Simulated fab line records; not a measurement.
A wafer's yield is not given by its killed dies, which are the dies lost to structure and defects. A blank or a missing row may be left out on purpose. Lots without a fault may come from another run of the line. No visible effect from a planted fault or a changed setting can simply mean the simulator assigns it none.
fab line records -- flow sky130
record: lots: 11, wafers: 33, last_day: 50
route steps=708 shown SD_N@353 LI_CONTACT@374 CONTACT@432 PAD_OPEN@708
lots that met no fault: from a run of the same line without faults
start_h: hours from the record's first day to the start of the lot's first wafer shown -- wait_h: hours since the lot's step before -- " same as the row above -- L1.1+2: a row that stands for several wafers -- - no value present, or no start provided -- * or withheld: withheld -- < > ~ a bound
route shown NAME@n: NAME is a module with steps in the file, n the number in the route of the first one -- usual: mean and standard deviation over wafers with no fault -- same: alike in all rows -- chamber/n: place in a boat -- sites: per-site readings -- _std_site: how widely they spread, as a standard deviation -- _edge_site: outer sites' mean less inner sites' -- radius_mm: for every site, how far away it sits from the centre of the wafer -- mask NAME#n: copy n -- behind: the tool/chamber that last shaped the wafer -- hold: why the lot went on hold/how many hours it stayed there/how the hold came to an end -- device: the n, p or np transistor that did not switch -- end of line: the same wafers' tests at the end of the route -- a step without rows: its recipe alone -- killed: dies that structure and defects cost at the first sort, which is not the same as the wafer's yield -- map: a wafer's dies, marking killed ones x, the rest . and places with no die _
set.NAME: the setting as run; set.NAME@STEP: as run at that earlier step -- model.NAME: the simulator's own value behind a step, which no gauge read
the route's steps for a sample of lots (tables are steps, rows are wafers)
services: when a tool's chamber went out of use (start_h, in hours from the record's first day, below 0 if earlier), for how many hours, and the reason
== steps ==
step: SKY_SD_N_STRIP_11
recipe: chemistry: O2/N2, power_w: 1400, pressure_mtorr: 1500, platen_temp_c: withheld, o2_flow_sccm: 3000, n2_flow_sccm: 300, overash_fraction: 0.5
usual: chamber_pressure_mTorr: 1500.0/1.3, drypump_motor_current_A: 5.6/0.33, oes_product_au: 0.528/0.0044, strip_time_to_endpoint_s: 22.53/0.037
lot.wafer,tool,chamber,start_h,wait_h,chamber_pressure_mTorr,drypump_motor_current_A,oes_product_au,rf_hours_counter_h,strip_time_to_endpoint_s
L506.1,plasma_asher-01,0,649.49,0.1,1500.4,5.4,0.524,53,22.55
L506.5,plasma_asher-01,1,649.49,0.1,1500.4,5.5,0.529,-,22.56
L506.6,plasma_asher-01,0,649.49,0.1,1501.1,5.4,0.524,-,22.59
L507.2,plasma_asher-03,0,651.09,0.1,1500.1,5.9,0.524,24,22.49
L507.3,plasma_asher-03,1,651.09,0.1,1500.6,5.9,0.522,-,22.55
L507.5,plasma_asher-03,1,651.09,0.1,1499.2,5.9,0.526,-,22.53
L509.1,plasma_asher-01,1,665.59,0.1,1497.8,5.5,0.527,55,22.51
L509.2,plasma_asher-01,0,665.59,0.1,1499.5,5.5,0.524,55,22.53
L509.5,plasma_asher-01,0,665.59,0.1,1500.3,5.4,0.527,-,22.48
L514.1,plasma_asher-04,1,712.80,0.1,1499.0,5.0,0.530,93,22.51
L514.5,plasma_asher-04,0,712.80,0.1,1500.3,5.3,0.524,-,22.51
L514.6,plasma_asher-04,1,712.80,0.1,1499.9,5.0,0.531,-,22.50
L516.4,plasma_asher-01,1,728.83,0.1,1500.8,5.5,0.528,-,22.57
L516.5,plasma_asher-01,0,728.83,0.1,1500.4,5.4,0.533,-,22.52
L516.6,plasma_asher-01,1,728.83,0.1,1500.7,5.5,0.526,-,22.47
L515.1,plasma_asher-03,0,730.44,0.1,1502.2,5.9,0.526,32,22.51
L515.2,plasma_asher-03,1,730.44,0.1,1500.3,5.9,0.524,32,22.50
L515.4,plasma_asher-03,1,730.44,0.1,1500.6,5.9,0.529,-,22.47
L518.1,plasma_asher-04,0,757.30,0.1,1499.2,5.4,0.526,97,22.59
L518.2,plasma_asher-04,1,757.30,0.1,1498.4,5.0,0.531,97,22.54
L518.6,plasma_asher-04,1,757.30,0.1,1499.5,5.0,0.521,-,22.58
L522.1,plasma_asher-01,0,791.45,0.1,1499.5,5.4,0.529,68,22.50
L522.2,plasma_asher-01,1,791.45,0.1,1498.7,5.5,0.530,68,22.59
L522.4,plasma_asher-01,0,791.45,0.1,1501.1,5.4,0.534,-,22.53
L525.1,plasma_asher-03,0,804.70,0.1,1498.8,6.0,0.530,40,22.52
L525.2,plasma_asher-03,1,804.70,0.1,1499.4,5.9,0.535,40,22.52
L525.3,plasma_asher-03,1,804.70,0.1,1500.8,6.0,0.532,-,22.55
L528.1,plasma_asher-01,1,820.35,0.1,1500.7,5.5,0.533,71,22.52
L528.4,plasma_asher-01,1,820.35,0.1,1499.9,5.5,0.525,-,22.49
L528.6,plasma_asher-01,0,820.35,0.1,1498.9,5.5,0.523,-,22.50
L529.3,plasma_asher-01,0,827.48,0.1,1501.9,5.4,0.533,-,22.52
L529.5,plasma_asher-01,1,827.48,0.1,1500.1,5.5,0.528,-,22.49
L529.6,plasma_asher-01,0,827.48,0.1,1500.0,5.4,0.532,-,22.49
step: SKY_LI_CONTACT_CD_MEAS_12
recipe: target_cd_nm: 170
usual: cd_nm: 170.0/1.8
lot.wafer,tool,chamber,start_h,wait_h,cd_nm
L506.1,cd_sem-02,-,679.28,-,167.2
L506.5,cd_sem-02,-,679.28,-,168.3
L506.6,cd_sem-02,-,679.28,-,169.4
L507.2,cd_sem-02,-,679.91,-,170.5
L507.3,cd_sem-02,-,679.91,-,170.9
L507.5,cd_sem-02,-,679.91,-,170.0
L509.1,cd_sem-02,-,694.59,-,173.2
L509.2,cd_sem-02,-,694.59,-,172.8
L509.5,cd_sem-02,-,694.59,-,173.2
L514.1,cd_sem-01,-,742.58,-,170.9
L514.5,cd_sem-01,-,742.58,-,169.8
L514.6,cd_sem-01,-,742.58,-,172.7
L516.4,cd_sem-02,-,758.35,-,172.7
L516.5,cd_sem-02,-,758.35,-,173.5
L516.6,cd_sem-02,-,758.35,-,173.3
L515.1,cd_sem-01,-,759.08,-,170.1
L515.2,cd_sem-01,-,759.08,-,169.7
L515.4,cd_sem-01,-,759.08,-,169.4
L518.1,cd_sem-01,-,785.69,-,171.1
L518.2,cd_sem-01,-,785.69,-,170.6
L518.6,cd_sem-01,-,785.69,-,170.7
L522.1,cd_sem-02,-,819.48,-,167.1
L522.2,cd_sem-02,-,819.48,-,166.1
L522.4,cd_sem-02,-,819.48,-,165.9
L525.1,cd_sem-01,-,832.49,-,168.8
L525.2,cd_sem-01,-,832.49,-,166.9
L525.3,cd_sem-01,-,832.49,-,165.5
L528.1,cd_sem-01,-,847.49,-,167.0
L528.4,cd_sem-01,-,847.49,-,169.0
L528.6,cd_sem-01,-,847.49,-,169.8
L529.3,cd_sem-02,-,855.08,-,170.6
L529.5,cd_sem-02,-,855.08,-,169.4
L529.6,cd_sem-02,-,855.08,-,170.0
step: SKY_LI_CONTACT_CVD_21
recipe: material: W, target_thk_nm: 400, time_s: 120.56, temp_c: 400, pressure_torr: 40
usual: chamber_pressure_Torr: 40.00/0.088, heater_power_outer_w: 527/35, heater_power_w: 867/30, time_s: 120.56/0
lot.wafer,tool,chamber,start_h,wait_h,chamber_pressure_Torr,heater_power_outer_w,heater_power_w,time_s
L506.1,cvd_w-01,0,679.99,0.0,40.11,540,830,120.56
L506.5,cvd_w-01,1,679.99,0.0,40.19,487,831,120.56
L506.6,cvd_w-01,0,679.99,0.0,40.07,535,835,120.56
L507.2,cvd_w-02,1,680.78,0.0,39.94,488,867,120.56
L507.3,cvd_w-02,1,680.78,0.0,39.93,492,879,120.56
L507.5,cvd_w-02,0,680.78,0.0,40.15,570,897,120.56
L509.1,cvd_w-01,1,695.51,0.0,40.07,498,832,120.56
L509.2,cvd_w-01,0,695.51,0.0,39.90,539,848,120.56
L509.5,cvd_w-01,0,695.51,0.0,40.00,536,847,120.56
L514.1,cvd_w-02,1,743.29,0.0,-,-,-,-
L514.5,cvd_w-02,0,743.29,0.0,-,-,-,-
L514.6,cvd_w-02,1,743.29,0.0,-,-,-,-
L516.4,cvd_w-01,0,759.08,0.1,-,-,-,-
L516.5,cvd_w-01,1,759.08,0.1,-,-,-,-
L516.6,cvd_w-01,0,759.08,0.1,-,-,-,-
L515.1,cvd_w-02,1,759.82,0.0,39.99,505,869,120.56
L515.2,cvd_w-02,0,759.82,0.0,39.98,584,907,120.56
L515.4,cvd_w-02,0,759.82,0.0,39.98,586,890,120.56
L518.1,cvd_w-01,0,786.40,0.0,40.03,541,850,120.56
L518.2,cvd_w-01,1,786.40,0.0,40.10,499,838,120.56
L518.6,cvd_w-01,1,786.40,0.0,40.05,496,861,120.56
L522.1,cvd_w-02,0,820.22,0.0,40.05,600,910,120.56
L522.2,cvd_w-02,1,820.22,0.0,39.91,493,878,120.56
L522.4,cvd_w-02,0,820.22,0.0,40.14,597,923,120.56
L525.1,cvd_w-02,0,833.20,0.0,40.01,575,906,120.56
L525.2,cvd_w-02,1,833.20,0.0,39.83,491,881,120.56
L525.3,cvd_w-02,0,833.20,0.0,40.15,590,898,120.56
L528.1,cvd_w-01,0,848.22,0.0,39.83,529,825,120.56
L528.4,cvd_w-01,1,848.22,0.0,39.92,492,842,120.56
L528.6,cvd_w-01,0,848.22,0.0,39.91,532,833,120.56
L529.3,cvd_w-01,1,855.83,0.1,39.98,493,834,120.56
L529.5,cvd_w-01,1,855.83,0.1,39.93,500,835,120.56
L529.6,cvd_w-01,0,855.83,0.1,39.91,539,846,120.56
step: SKY_LI_CONTACT_RS_MEAS_22
recipe: thk_meas_gauge: four-point-probe, reads: W_of_LI_CONTACT_CVD_21+TiN_of_LI_CONTACT_SPUTTER_20+Ti_of_LI_CONTACT_SPUTTER_19
usual: LI_CONTACT_W_RS: 0.2822/0.0028
lot.wafer,tool,chamber,start_h,wait_h,LI_CONTACT_W_RS[ohm/sq]
L506.1,film_metro-02,-,680.12,0.1,0.2804
L506.5,film_metro-02,-,680.12,0.1,0.2780
L506.6,film_metro-02,-,680.12,0.1,0.2793
L507.2,film_metro-01,-,680.92,0.1,0.2808
L507.3,film_metro-01,-,680.92,0.1,0.2819
L507.5,film_metro-01,-,680.92,0.1,0.2806
L509.1,film_metro-01,-,695.64,0.1,0.2829
L509.2,film_metro-01,-,695.64,0.1,0.2824
L509.5,film_metro-01,-,695.64,0.1,0.2854
L514.1,film_metro-04,-,743.42,0.1,25.688
L514.5,film_metro-04,-,743.42,0.1,25.363
L514.6,film_metro-04,-,743.42,0.1,25.083
L516.4,film_metro-04,-,759.22,0.1,24.972
L516.5,film_metro-04,-,759.22,0.1,25.358
L516.6,film_metro-04,-,759.22,0.1,24.679
L515.1,film_metro-04,-,759.95,0.1,0.2853
L515.2,film_metro-04,-,759.95,0.1,0.2850
L515.4,film_metro-04,-,759.95,0.1,0.2830
L518.1,film_metro-04,-,786.53,0.1,0.2781
L518.2,film_metro-04,-,786.53,0.1,0.2835
L518.6,film_metro-04,-,786.53,0.1,0.2797
L522.1,film_metro-04,-,820.35,0.1,0.2825
L522.2,film_metro-04,-,820.35,0.1,0.2849
L522.4,film_metro-04,-,820.35,0.1,0.2872
L525.1,film_metro-02,-,833.33,0.1,0.2876
L525.2,film_metro-02,-,833.33,0.1,0.2859
L525.3,film_metro-02,-,833.33,0.1,0.2873
L528.1,film_metro-01,-,848.35,0.1,0.2829
L528.4,film_metro-01,-,848.35,0.1,0.2807
L528.6,film_metro-01,-,848.35,0.1,0.2765
L529.3,film_metro-02,-,855.95,0.1,0.2786
L529.5,film_metro-02,-,855.95,0.1,0.2826
L529.6,film_metro-02,-,855.95,0.1,0.2766
step: SKY_LI_CONTACT_THK_MEAS_23
recipe: thk_meas_gauge: xrf, reads: W_of_LI_CONTACT_CVD_21
usual: LI_CONTACT_W_THK: 404/6.8
lot.wafer,tool,chamber,start_h,wait_h,LI_CONTACT_W_THK[nm]
L506.1,film_metro-02,-,680.24,0.1,409
L506.5,film_metro-02,-,680.24,0.1,411
L506.6,film_metro-02,-,680.24,0.1,409
L507.2,film_metro-01,-,681.03,0.1,402
L507.3,film_metro-01,-,681.03,0.1,398
L507.5,film_metro-01,-,681.03,0.1,401
L509.1,film_metro-01,-,695.76,0.1,398
L509.2,film_metro-01,-,695.76,0.1,396
L509.5,film_metro-01,-,695.76,0.1,392
L514.1,film_metro-04,-,743.54,0.1,-
L514.5,film_metro-04,-,743.54,0.1,-
L514.6,film_metro-04,-,743.54,0.1,-
L516.4,film_metro-04,-,759.31,0.1,-
L516.5,film_metro-04,-,759.31,0.1,<0
L516.6,film_metro-04,-,759.31,0.1,<0
L515.1,film_metro-04,-,760.07,0.1,410
L515.2,film_metro-04,-,760.07,0.1,410
L515.4,film_metro-04,-,760.07,0.1,414
L518.1,film_metro-04,-,786.65,0.1,414
L518.2,film_metro-04,-,786.65,0.1,408
L518.6,film_metro-04,-,786.65,0.1,414
L522.1,film_metro-04,-,820.47,0.1,410
L522.2,film_metro-04,-,820.47,0.1,406
L522.4,film_metro-04,-,820.47,0.1,400
L525.1,film_metro-02,-,833.45,0.1,396
L525.2,film_metro-02,-,833.45,0.1,396
L525.3,film_metro-02,-,833.45,0.1,392
L528.1,film_metro-01,-,848.47,0.1,402
L528.4,film_metro-01,-,848.47,0.1,405
L528.6,film_metro-01,-,848.47,0.1,411
L529.3,film_metro-02,-,856.05,0.1,410
L529.5,film_metro-02,-,856.05,0.1,403
L529.6,film_metro-02,-,856.05,0.1,414
step: SKY_CONTACT_THK_MEAS_26
recipe: thk_meas_gauge: xrf, reads: W_of_CONTACT_CVD_24
usual: CONTACT_W_THK: 336/3.9
lot.wafer,tool,chamber,start_h,wait_h,CONTACT_W_THK[nm]
L506.1,film_metro-03,-,739.15,0.1,336
L506.5,film_metro-03,-,739.15,0.1,330
L506.6,film_metro-03,-,739.15,0.1,336
L507.2,film_metro-02,-,739.73,0.1,334
L507.3,film_metro-02,-,739.73,0.1,336
L507.5,film_metro-02,-,739.73,0.1,330
L509.1,film_metro-01,-,755.04,0.1,335
L509.2,film_metro-01,-,755.04,0.1,344
L509.5,film_metro-01,-,755.04,0.1,335
L515.1,film_metro-03,-,817.36,0.1,337
L515.2,film_metro-03,-,817.36,0.1,339
L515.4,film_metro-03,-,817.36,0.1,338
L518.1,film_metro-01,-,843.41,0.1,337
L518.2,film_metro-01,-,843.41,0.1,340
L518.6,film_metro-01,-,843.41,0.1,338
L522.1,film_metro-02,-,875.01,0.1,329
L522.2,film_metro-02,-,875.01,0.1,329
L522.4,film_metro-02,-,875.01,0.1,330
L525.1,film_metro-02,-,887.69,0.1,338
L525.2,film_metro-02,-,887.69,0.1,337
L525.3,film_metro-02,-,887.69,0.1,335
L528.1,film_metro-03,-,904.70,0.1,334
L528.4,film_metro-03,-,904.70,0.1,335
L528.6,film_metro-03,-,904.70,0.1,336
L529.3,film_metro-01,-,910.73,0.1,329
L529.5,film_metro-01,-,910.73,0.1,335
L529.6,film_metro-01,-,910.73,0.1,330
step: SKY_PAD_OPEN_PROBE_99
usual: killed_at_M0_to_M3: 42/6.7, killed_at_M4_up: 3.4/2, killed_at_contacts: 24/5.1, killed_at_front_end: 14/4.2, killed_at_other: 0.2/0.49, killed_dies: 84/8.4, killed_on_rim: 17/3.6, killed_open: 46/7, killed_short: 39/5.8
same: gross_dies: 492, killed_at_back_side: 0
lot.wafer,tool,chamber,start_h,wait_h,killed_at_M0_to_M3,killed_at_M4_up,killed_at_contacts,killed_at_front_end,killed_at_other,killed_dies,killed_on_rim,killed_open,killed_short
L514.1,prober-01,-,1127.16,0.1,37,2,438,15,0,492,96,41,37
L514.5,prober-01,-,1127.36,0.2,43,1,434,14,0,492,96,42,38
L514.6,prober-01,-,1127.41,0.2,48,3,433,8,0,492,96,48,36
L516.4,prober-02,-,1136.46,0.2,41,5,433,12,1,492,96,43,45
L516.5,prober-02,-,1136.51,0.2,47,2,433,10,0,492,96,45,32
L516.6,prober-02,-,1136.56,0.2,52,4,419,17,0,492,96,42,50
killed by level:class
L514.1 LI_CONTACT:area_cvd=414 CONTACT:geometric_particle:open=9 VIA1:geometric_particle:open=8 VIA3:geometric_particle:open=6 FIELD_ISO:geometric_particle:open=5 FIELD_ISO:geometric_particle:short=5 LOCAL_INTERCONNECT:geometric_particle:short=5 VIA1:geometric_particle:short=5
L514.5 LI_CONTACT:area_cvd=412 VIA1:geometric_particle:open=11 LI_CONTACT:geometric_particle:open=10 METAL2:geometric_particle:short=7 VIA2:geometric_particle:short=5 POLY_GATE:geometric_particle:short=5 VIA3:geometric_particle:open=5 FIELD_ISO:geometric_particle:open=4
L514.6 LI_CONTACT:area_cvd=408 VIA1:geometric_particle:open=11 CONTACT:geometric_particle:open=9 LI_CONTACT:geometric_particle:open=8 VIA2:geometric_particle:open=8 VIA1:geometric_particle:short=6 METAL2:geometric_particle:short=6 METAL1:geometric_particle:short=5
L516.4 LI_CONTACT:area_cvd=404 VIA1:geometric_particle:open=12 CONTACT:geometric_particle:open=9 LI_CONTACT:geometric_particle:open=7 CONTACT:geometric_particle:short=7 FIELD_ISO:geometric_particle:short=6 VIA2:geometric_particle:short=6 VIA2:geometric_particle:open=6
L516.5 LI_CONTACT:area_cvd=415 VIA1:geometric_particle:open=15 CONTACT:geometric_particle:open=8 METAL1:geometric_particle:short=7 VIA2:geometric_particle:open=6 VIA3:geometric_particle:open=5 METAL2:geometric_particle:short=4 VIA1:geometric_particle:short=4
L516.6 LI_CONTACT:area_cvd=400 VIA1:geometric_particle:open=15 METAL2:geometric_particle:short=11 FIELD_ISO:geometric_particle:short=8 CONTACT:geometric_particle:open=8 VIA2:geometric_particle:open=7 METAL1:geometric_particle:short=5 VIA1:geometric_particle:short=5
== services ==
tool,chamber,start_h,hours,kind
cvd_w-02,-,655.33,1.9,repair
cvd_w-01,-,655.42,0.8,repair
plasma_asher-01,-,717.59,0.9,repair
cvd_w-01,-,725.64,0.8,repair
plasma_asher-04,-,754.59,1.5,repair
plasma_asher-04,-,772.36,2.8,pm
plasma_asher-04,-,789.88,3.2,repair
plasma_asher-03,-,819.31,2.8,pm
plasma_asher-03,-,833.50,15.6,pm
cvd_w-02,1,842.61,5.9,repair
== key ==
first_sign: step: SKY_LI_CONTACT_CVD_21, reading: tool_record, direction: missing
effect: step: SKY_LI_CONTACT_RS_MEAS_22, reading: LI_CONTACT_W_RS, direction: up, sigmas: 99+, usual: 0.2822, struck: 25.190
effect: step: SKY_LI_CONTACT_THK_MEAS_23, reading: LI_CONTACT_W_THK, direction: missing
effect: step: SKY_PAD_OPEN_PROBE_99, reading: killed_at_contacts, direction: up, sigmas: 80, usual: 24, struck: 432
more_kills_born_at: SKY_LI_CONTACT_CVD_21@cvd_w-02: 1233, SKY_LI_CONTACT_CVD_21@cvd_w-01: 1212
met_at SKY_LI_CONTACT_CVD_21
struck_lots L514,L516
later_rows_left_out L514.1,L514.5,L514.6,L516.4,L516.5,L516.6
tester_left_out L514,L516
not_acting_at SKY_SD_N_STRIP_11,SKY_LI_CONTACT_CD_MEAS_12,SKY_CONTACT_THK_MEAS_26
onset_between 695.51 743.29
fault: kind: skipped_step_whole, tool: cvd_w-01,cvd_w-02, chamber: -, onset_h: 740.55, steps: SKY_LI_CONTACT_CVD_21, scope: struck_lots_only
tester_left_out: of these lots the tester's yield and bins aren't shown, on N5 and GAA mostly nor the transistor test; their killed dies are dies lost to structure and defects alone, not to doping, threshold or leakage, so they don't give the yield
later_rows_left_out: the simulator's readings of these wafers behind a module that went badly wrong aren't trusted and aren't shown, but for the sort
